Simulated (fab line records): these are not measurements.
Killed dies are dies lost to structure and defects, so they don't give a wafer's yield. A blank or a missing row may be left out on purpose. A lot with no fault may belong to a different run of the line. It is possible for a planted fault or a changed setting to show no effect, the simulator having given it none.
A struck lot beside a sound one | flow sky130 | 15 steps out of a route of 708
Sound: wafers L963.4, L963.5, L963.6. Wafers struck: L953.4, L953.5, L953.6. The cause comes at the end.
Order at every step that has rows: each side's tool, ch and its chambers, its first start. Under that, the readings that differ: sound wafers | struck wafers | difference of the means | sigmas: that difference in standard deviations of wafers without a fault.
alike: same words and numbers on both sides, and readings whose means sit less than 2 such deviations apart. not compared: any withheld reading, any reading some wafer has no value for, any bound like >300 that may hide the same value, and any number with overlapping values for which the record gives no deviation.
A row with sigmas, a row that says differs or no value, or rows on one side alone: a step with any of these is where the two part. Non-overlapping numbers with no deviation appear without sigmas and do not part them. Lack of a reading on every wafer of one side parts them only where that side has two or more wafers.

first, 2 steps without rows for these wafers: SKY_METAL3_PEB_11; SKY_METAL3_DEVELOP_12 (develop time 60 s).
SKY_METAL3_CD_MEAS_13: target cd 300 nm.
  struck on cd-sem-02, day 41 16:09; sound on cd-sem-01, day 44 04:30
  alike: cd-nm
SKY_METAL3_OVL_MEAS_14:
  struck on overlay-02, day 41 16:13; sound on overlay-02, day 44 04:35
  alike: METAL3_OVL
SKY_METAL3_DESCUM_15: chemistry O2, time 8 s.
  sound on rie-metal-04 ch 0,1, day 44 04:37; struck on rie-metal-04 ch 0,1, day 41 16:15
  alike: drypump-motor-current-A, oes-product-au, temp-c
  not compared: rf-hours-counter-h
SKY_METAL3_ETCH_16: etches BARC in N2/H2, stops on SiO2, time 88.2 s, target depth 60 nm.
  sound on rie-metal-04 ch 0,1, day 44 04:40; struck on rie-metal-04 ch 0,1, day 41 16:19
  alike: drypump-motor-current-A, n2-flow-sccm, oes-product-au, throttle-valve-pct
  not compared: rf-hours-counter-h
SKY_METAL3_ETCH_17: etches SiO2 in C4F8/O2/Ar, stops on TiN, time 3.9 s, target depth 15 nm.
  sound on rie-diel-03 ch 1,2, day 44 04:44; struck on rie-diel-04 ch 0,1,2, day 41 16:22
  alike: oes-product-au
  not compared: rf-hours-counter-h
SKY_METAL3_METAL_ETCH_18: etches the open film in Cl2/BCl3, stops on SiO2, target depth 845 nm, time 183.1 s.
  sound on rie-metal-03 ch 0,1, day 44 04:49; struck on rie-metal-01 ch 0,1, day 41 16:27
  alike: drypump-motor-current-A, oes-product-au, throttle-valve-pct
  not compared: rf-hours-counter-h
SKY_METAL3_STRIP_19: strips in O2/N2.
  sound on plasma-asher-01 ch 0,1, day 44 04:58; struck on plasma-asher-01 ch 0,1, day 41 16:36
  alike: drypump-motor-current-A, n2-flow-sccm, oes-product-au, strip-time-to-endpoint-s
  not compared: rf-hours-counter-h
then, 3 steps without rows for these wafers: SKY_METAL3_STRIP_20 (strips in post etch residue remover, time 1200 s); SKY_METAL3_CLEAN_21 (cleans in IPA, time 180 s); SKY_METAL3_CLEAN_22 (cleans in O3/DIW).
SKY_VIA3_HDPCVD_00: deposits SiO2, target thk 1635 nm, time 272.5 s.
  sound on hdpcvd-02 ch 0,1,2, day 44 05:40; struck on hdpcvd-02 ch 0,1, day 41 17:40
SKY_VIA3_THK_MEAS_01:
  struck on film-metro-02, day 41 18:06; sound on film-metro-01, day 44 05:46
  reading              | sound          | struck         | difference | sigmas
  VIA3_HDPCVD_THK (nm) | 1635 1649 1644 | 3281 3267 3305 | +1642      | +97
after that, 1 step had no rows for these wafers: SKY_PAD_OPEN_PROBE_99.

WHERE THEY PART
Only at SKY_VIA3_THK_MEAS_01, within this record.

WHY: what the simulator had put in
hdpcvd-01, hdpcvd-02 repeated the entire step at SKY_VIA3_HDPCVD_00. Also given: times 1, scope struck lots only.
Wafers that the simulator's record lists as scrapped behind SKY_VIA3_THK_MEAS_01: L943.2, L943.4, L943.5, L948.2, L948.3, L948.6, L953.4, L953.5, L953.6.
